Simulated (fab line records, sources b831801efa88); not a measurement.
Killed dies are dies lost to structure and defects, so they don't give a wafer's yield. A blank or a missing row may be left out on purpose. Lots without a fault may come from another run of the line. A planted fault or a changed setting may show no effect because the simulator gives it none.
fab line records | flow sfq_line
record lots=5 wafers=15 last_day=85
route steps=325 shown I7@309 M8@311
lots that met no fault: from a run of the same line without faults
start_h: hours from the record's first day to the start of the lot's first wafer shown | wait_h: hours since the lot's step before | " the same as in the row above | L1.1+2: a row that stands for several wafers | - no value, or no start given | * or withheld: withheld | < > ~ a bound
route shown NAME@n: a module of which the file shows steps, and the number in the route of the first | usual: mean/standard deviation of fault-free wafers | same: alike in all rows | chamber/n: place in a boat | sites: the reading at each site | _std_site: their standard deviation | _edge_site: outer sites' mean less inner sites' | radius_mm: how far each site lies from the wafer's centre | mask NAME#n: copy n | behind: the tool/chamber that last shaped the wafer | hold: why the lot was held/for how many hours/how that ended | device: the transistor (n, p or np) that didn't switch | end of line: the same wafers' tests at the end of the route | a step without rows: its recipe alone | killed: dies lost to structure and defects at the first sort, not the wafer's yield | map: a wafer's dies, x killed, . not, _ none there
set.NAME: the setting as run; set.NAME@STEP: as run at that earlier step | model.NAME: the simulator's own value behind a step, which no gauge read
lots at some steps of the route; a table a step, a row a wafer
services: from which hour (start_h, from the record's first day; less than 0 if before it) a tool's chamber was out of use, for how many hours, and why
## steps
# step SFQ_TRILAYER_I7_VIA_STRIP_STRIP_191
# recipe gas=O2 power_w=200 platen_temp_c=40 overash_fraction=0.65 chemistry=O2 pressure_mtorr=50
# usual drypump_motor_current_A=5.8/0.39 oes_product_au=1.002/0.01
# columns lot.wafer tool chamber start_h wait_h drypump_motor_current_A oes_product_au rf_hours_counter_h
L259.1 rie_metal-03 1 1712.50 - 6.1 0.998 45
L259.2 " 0 " " 5.6 1.009 77
L259.6 " 1 " " 6.1 1.011 -
L262.1 rie_metal-02 0 1721.96 - 5.6 1.000 42
L262.2 " 1 " " 6.5 1.005 67
L262.4 " 0 " " 5.6 0.989 -
L273.1 rie_metal-02 0 1908.90 - 5.6 0.985 66
L273.2 " 1 " " 6.5 1.014 90
L273.6 " 1 " " 6.5 1.013 -
L276.3 rie_metal-04 1 1930.70 - 5.4 0.996 -
L276.4 " 0 " " 5.9 1.003 -
L276.6 " 1 " " 5.4 0.999 -
L278.1 rie_metal-02 1 1952.43 - 6.5 1.010 95
L278.4 " 1 " " 6.5 0.998 -
L278.5 " 1 " " 6.5 1.012 -
# step SFQ_TRILAYER_I7_VIA_STRIP_SOLV_CLEAN_192
# recipe chemistry=NMP temp_c=70 time_s=600
# step SFQ_TRILAYER_M8_LITHO_LOR_COAT_197
# recipe resist=lift-off spin_rpm=3000
# step SFQ_TRILAYER_M8_LITHO_LOR_BAKE_198
# recipe resist=lift-off temp_c=withheld time_s=withheld
# step SFQ_TRILAYER_M8_LITHO_COAT_193
# recipe resist=KrF spin_rpm=3000 resist_thk_nm=600
# step SFQ_TRILAYER_M8_LITHO_SOFTBAKE_199
# recipe temp_c=withheld time_s=withheld resist=KrF
# step SFQ_TRILAYER_M8_LITHO_EXPOSE_194
# recipe mask_id=M8 na=0.6 source_shape=conventional sigma_outer=0.65 target_cd_nm=2000 dose_mj=14.4
# step SFQ_TRILAYER_M8_LITHO_PEB_196
# recipe peb_temp_c=115 peb_time_s=60 resist=KrF
# step SFQ_TRILAYER_M8_LITHO_DEVELOP_195
# recipe img_clear_s=15 time_s=55 resist=KrF
# step SFQ_M8_OVL_MEAS_948
# usual M8_OVL=-4/5.3
# columns lot.wafer tool chamber start_h wait_h M8_OVL[nm]
L259.1 overlay-02 - 1790.43 0.1 -6
L259.2 " - " " -3
L259.6 " - " " -8
L262.1 overlay-02 - 1800.03 0.1 -10
L262.2 " - " " -8
L262.4 " - " " -11
L273.1 overlay-01 - 1994.24 0.1 -7
L273.2 " - " " -7
L273.6 " - " " -4
L276.3 overlay-02 - 2024.24 0.1 -5
L276.4 " - " " -3
L276.6 " - " " 2
L278.1 overlay-02 - 2041.03 0.1 -4
L278.4 " - " " 0
L278.5 " - " " -10
# step SFQ_TRILAYER_M8_DEP_EVAP_197
# recipe material=Ti angular_spread_deg=1 target_thk_nm=20 time_s=100 power_w=2000
# step SFQ_TRILAYER_M8_DEP_EVAP_198
# recipe material=Pt angular_spread_deg=1 target_thk_nm=50 time_s=250 power_w=2000
# step SFQ_TRILAYER_M8_DEP_EVAP_196
# recipe material=Au angular_spread_deg=1 target_thk_nm=180 time_s=900 power_w=2000
# columns lot.wafer tool chamber start_h wait_h model.Au_of_TRILAYER_M8_DEP_EVAP_196.thk_nm
L259.1 pvd_sputter-02 - 1790.70 0.1 180.6
L259.2 " - " " 180
L259.6 " - " " 178
L262.1 pvd_sputter-02 - 1800.33 0.1 176.7
L262.2 " - " " 175.9
L262.4 " - " " 176.9
L273.1 pvd_sputter-02 - 1994.50 0.1 182.5
L273.2 " - " " 179.8
L273.6 " - " " 175.9
L276.3+4 pvd_sputter-01 - 2024.49 0.1 180
L276.6 " - " " 181
L278.1+5 pvd_sputter-01 - 2041.29 0.1 180.2
L278.4 " - " " 176.7
# step SFQ_M8_RS_MEAS_949
# recipe thk_meas_gauge=four-point-probe reads=Au_of_TRILAYER_M8_DEP_EVAP_196+Pt_of_TRILAYER_M8_DEP_EVAP_198+Ti_of_TRILAYER_M8_DEP_EVAP_197
# usual M8_AU_RS=0.1548/0.0018
# columns lot.wafer tool chamber start_h wait_h M8_AU_RS[ohm/sq]
L259.1 film_metro-01 - 1791.21 0.3 0.1531
L259.2 " - " " 0.1534
L259.6 " - " " 0.1551
L262.1 film_metro-01 - 1800.91 0.3 0.1565
L262.2 " - " " 0.1572
L262.4 " - " " 0.1564
L273.1 film_metro-01 - 1995.02 0.3 0.1511
L273.2 " - " " 0.1534
L273.6 " - " " 0.1572
L276.3 film_metro-01 - 2025.05 0.3 0.1536
L276.4 " - " " 0.1536
L276.6 " - " " 0.1525
L278.1 film_metro-03 - 2041.81 0.3 0.1539
L278.4 " - " " 0.1567
L278.5 " - " " 0.1532
# step SFQ_M8_THK_MEAS_950
# recipe thk_meas_gauge=xrf reads=Au_of_TRILAYER_M8_DEP_EVAP_196
# usual M8_AU_THK=174.6/2.2
# columns lot.wafer tool chamber start_h wait_h M8_AU_THK[nm]
L259.1 film_metro-01 - 1791.33 0.1 175.4
L259.2 " - " " 174.6
L259.6 " - " " 173.3
L262.1 film_metro-01 - 1801.03 0.1 172.3
L262.2 " - " " 171.4
L262.4 " - " " 173.4
L273.1 film_metro-01 - 1995.14 0.1 175.5
L273.2 " - " " 172.6
L273.6 " - " " 169.3
L276.3 film_metro-01 - 2025.15 0.1 175.2
L276.4 " - " " 174.4
L276.6 " - " " 176.5
L278.1 film_metro-03 - 2041.93 0.1 176.2
L278.4 " - " " 172.2
L278.5 " - " " 176.3
# step SFQ_TRILAYER_M8_LIFTOFF_LIFTOFF_197
# recipe temp_c=80 time_s=600 chemistry=NMP
# step SFQ_M8_BOW_MEAS_951
# recipe mode=bow
# usual M8_BOW=8/10
# columns lot.wafer tool chamber start_h wait_h M8_BOW[um] model.etest.m8.ohm_sq
L259.1 film_metro-02 - 1791.57 0.0 17 0.1533
L259.2 " - " " 14 0.1537
L259.6 " - " " 3 0.1555
L262.1 film_metro-01 - 1801.28 0.0 12 0.1566
L262.2 " - " " 11 0.1573
L262.4 " - " " 19 0.1564
L273.1 film_metro-02 - 1995.37 0.0 18 0.1517
L273.2 " - " " 15 0.154
L273.6 " - " " 4 0.1573
L276.3 film_metro-03 - 2025.40 0.0 6 0.1537
L276.4 " - " " 4 0.1537
L276.6 " - " " 3 0.1529
L278.1 film_metro-02 - 2042.16 0.0 -7 0.1536
L278.4 " - " " -3 0.1566
L278.5 " - " " -16 0.1536
## services
# columns tool chamber start_h hours kind
rie_metal-03 - 1691.30 1.4 pm
pvd_sputter-02 - 1699.80 0.6 repair
pvd_sputter-01 - 1707.91 5.3 repair
rie_metal-02 - 1732.71 2.7 repair
rie_metal-03 0 1753.58 29.8 repair
pvd_sputter-01 - 1790.55 1.2 repair
rie_metal-04 1 1797.76 4.8 repair
rie_metal-02 1 1804.93 1.4 repair
rie_metal-04 - 1805.61 14.6 pm
pvd_sputter-01 - 1815.82 2.4 repair
pvd_sputter-01 - 1825.76 2.8 repair
rie_metal-04 1 1835.92 10.3 repair
rie_metal-02 - 1867.16 28.1 pm
pvd_sputter-02 - 1881.52 3.1 repair
pvd_sputter-02 - 1882.54 2.3 repair
rie_metal-03 - 1891.58 0.1 repair
pvd_sputter-02 - 1911.00 0.6 repair
rie_metal-02 - 1912.46 2.8 pm
rie_metal-04 - 1920.23 1.4 pm
pvd_sputter-02 - 1953.67 4.5 repair
pvd_sputter-02 1 1959.50 - consumable_replace:kit
pvd_sputter-02 1 1959.50 18.0 scheduled_down
rie_metal-02 0 1982.41 11.9 repair
rie_metal-03 0 2008.71 15.9 repair
## key
first_sign none at tools or gauges
model_effect step=SFQ_TRILAYER_M8_DEP_EVAP_196 value=Au_of_TRILAYER_M8_DEP_EVAP_196.thk_nm without=180.4 struck=175.9
model_effect step=SFQ_M8_BOW_MEAS_951 value=etest.m8.ohm_sq without=0.1534 struck=0.1573
met_at SFQ_TRILAYER_M8_DEP_EVAP_196
struck_wafers L273.6
onset_between 1800.33 1994.50
fault kind=process_parameter_drift tool=pvd_sputter-02 chamber=- onset_h=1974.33 steps=SFQ_TRILAYER_M8_DEP_EVAP_196 channel=target_thk_nm offset=-4.4544 shape=step end_h=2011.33 acts_in=these_recipes_only stated=180 scope=struck_wafers_only
